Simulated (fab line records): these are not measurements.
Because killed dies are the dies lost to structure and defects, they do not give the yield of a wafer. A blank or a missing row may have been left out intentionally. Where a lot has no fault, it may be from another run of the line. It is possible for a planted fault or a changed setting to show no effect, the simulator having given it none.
Which tool did it? ; flow sky130 ; 12 lots, 36 wafers sampled, at 1 step of a route of 708

WHAT THE GAUGES READ, wafer by wafer
SKY_NWELL_THK_MEAS_02.
lot;measured;on;NWELL_OXIDATION_THK (nm)
L075;day 2 17:37;film-metro-03;10.08 9.96 10.10
L077;day 3 07:21;film-metro-02;10.01 10.16 10.29
L079;day 3 16:09;film-metro-04;10.36 10.12 10.25
L081;day 4 03:07;film-metro-03;10.14 10.17 10.23
L083;day 4 11:50;film-metro-04;9.93 10.04 10.02
L085;day 4 21:19;film-metro-04;9.99 9.92 10.01
L087;day 5 15:26;film-metro-04;10.17 10.31 10.28
L088;day 5 19:02;film-metro-03;9.73 9.80 9.98
L091;day 6 03:48;film-metro-02;9.98 10.04 9.92
L093;day 6 18:02;film-metro-02;9.86 10.04 9.73
L095;day 7 01:56;film-metro-04;10.15 10.09 10.19
L097;day 7 12:33;film-metro-02;10.29 10.26 10.31

TOOL THAT RAN EACH LOT (tool first, then ch and the chambers of the sampled wafers, then the start)
There is no process step in the record ahead of these readings.

THE ANSWER, worked out from the rows above alone
Rule: the usual values come from the lots themselves. Put in order of their means at a reading, lots are off if they are a third of the lots or fewer, leave a main group of 4 or more, and stand apart from it by a gap of 3 or more times the standard deviation of the main group's means; of several such gaps the widest counts. A main group is skipped when, at the precision printed for the reading in the tables above, its means are all equal. Also off: a lot with no number at a reading for which 4 or more lots have one. Where the step has rows for the other lots, those lots are counted as sound.
Across all readings shown, no lot is off: no conclusion can be drawn from this.

WHAT THE SIMULATOR HAD PUT IN
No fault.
